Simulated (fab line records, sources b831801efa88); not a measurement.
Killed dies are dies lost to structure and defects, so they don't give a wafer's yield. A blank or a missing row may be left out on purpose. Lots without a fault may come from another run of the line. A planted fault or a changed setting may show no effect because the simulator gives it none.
Problem report in the 8D (eight disciplines) form, filled by code | flow gf180mcu | the parts of the form that need people (team, actions taken, sign-off) are left out

1. THE PROBLEM
spin_speed_rpm at GF_MVPSD_COAT_02 reads a mean of 2075.8 rpm on 6 wafers of 2 lots; wafers without a fault read 1999.8 rpm with a standard deviation of 1.1. That is +69 standard deviations from the usual mean.
The step: resist thk 3000 nm.
First seen on wafer L530.1, day 7 23:58, on litho_track-01. The record holds 36 wafers of 12 lots with a number at this step. Rule for "out", or "out of limits": more than 4 standard deviations from the usual mean. The other wafers with a number count as sound.

2. WHAT IT IS AND WHAT IT IS NOT
question                    | is                     | is not
which readings at this step | spin_speed_rpm         | chill_plate_temp_C
which lots                  | L530, L534             | L519, L520, L521, L522, L525, L526, L527, L529, L539, L540
which wafers of those lots  | all that have a number | -
read on which tools         | litho_track-01         | litho_track-03, litho_track-04
when                        | from day 7 23:58       | up to then (24 sound wafers); but 6 sound wafers of L539, L540 came after

3. SUSPECTS, AND WHAT RULES EACH OUT
Counting: a tool at a process step up to the reading stays a suspect if it ran every lot that is out and no sound lot after the first of them.
- litho_track-01 at GF_MVPSD_COAT_02 (resist thk 3000 nm): kept. It ran every lot that is out, first L530 (day 7 23:58), and no sound lot after that; its last sound lot up to then is L529 (day 7 18:13). Its own readings are out on those wafers: spin_speed_rpm.
Left after counting: litho_track-01 at GF_MVPSD_COAT_02.

4. THE CAUSE (what the simulator had put in)
Process parameter drift: litho_track-01, from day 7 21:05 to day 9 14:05, at GF_MVPSD_COAT_02. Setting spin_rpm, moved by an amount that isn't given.
Counting left only this tool.

5. THE CHAIN OF EFFECTS, in route order
Each row: a reading whose mean over the struck wafers that have a number lies more than 3 standard deviations from the usual. Only readings for which the record gives a usual standard deviation are gone through. hours: the time from each lot's start at the first step in this table that gives one to its start at this step, as a median over the lots. sigmas: the change in usual standard deviations.
hours | step              | reading                  | usual      | on struck wafers | change | sigmas
0     | GF_MVPSD_COAT_02  | spin_speed_rpm           | 1999.8 rpm | 2075.8           | +76.0  | +69
9     | GF_MVPSD_STRIP_10 | strip_time_to_endpoint_s | 37.01 s    | 36.38            | -0.63  | -6.3
The process steps in it:
- GF_MVPSD_COAT_02: resist thk 3000 nm.
- GF_MVPSD_STRIP_10: strips in O2/N2.

6. WHAT WOULD HAVE CAUGHT IT SOONER
In this record the first reading out of limits was taken at day 7 23:58, 3 hours after the fault began at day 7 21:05.
